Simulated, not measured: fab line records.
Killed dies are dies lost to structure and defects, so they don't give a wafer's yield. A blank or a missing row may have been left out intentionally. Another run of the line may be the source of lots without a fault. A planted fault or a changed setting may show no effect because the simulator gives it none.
Chamber matching -- flow sky130 -- cmp-01 running SKY_LI_CONTACT_CMP_02: 4 sister chambers
The step polishes PSG. 4 wafers are shown with their chamber, then 7 later ones without.

WAFERS WITH THEIR CHAMBER
wafer,chamber,motor current A (A)
L151.5,0,13.6
L157.1,3,12.9
L170.1,1,13.5
L170.2,2,13.3

WAFERS WITH NO CHAMBER GIVEN
wafer,motor current A (A)
L170.6,14.7
L171.1,14.9
L171.2,13.0
L171.3,12.2
L172.1,13.6
L172.2,13.0
L172.5,13.4

WHICH CHAMBER EACH WENT THROUGH
wafer,from the rows above,in truth
L170.6,can't be placed: 0 or 1 or 2 or 3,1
L171.1,can't be placed: 0 or 1 or 2 or 3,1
L171.2,can't be placed: 3 or 2 or 1 or 0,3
L171.3,can't be placed: 3 or 2 or 1 or 0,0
L172.1,can't be placed: 0 or 1 or 2 or 3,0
L172.2,can't be placed: 3 or 2 or 1 or 0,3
L172.5,can't be placed: 1 or 2 or 0 or 3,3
Correct placement for 0 of the 7. Cannot be placed on the basis of these rows: 7; the candidates contain the true chamber in 7. Wrongly placed: 0.
How it was worked out, from the rows above alone: a wafer's distance from a chamber is the root of the sum, over the readings, of the square of ((its reading less the chamber's mean) divided by the reading's scatter). If the next closest chamber is less than 2 further off than the closest, the wafer can't be placed; otherwise it belongs to the closest. Each chamber's mean is taken over the wafers shown for it. The scatter (one wafer shown for each chamber): square how far every hidden wafer sits from the nearest shown wafer, average those squares and take the square root.
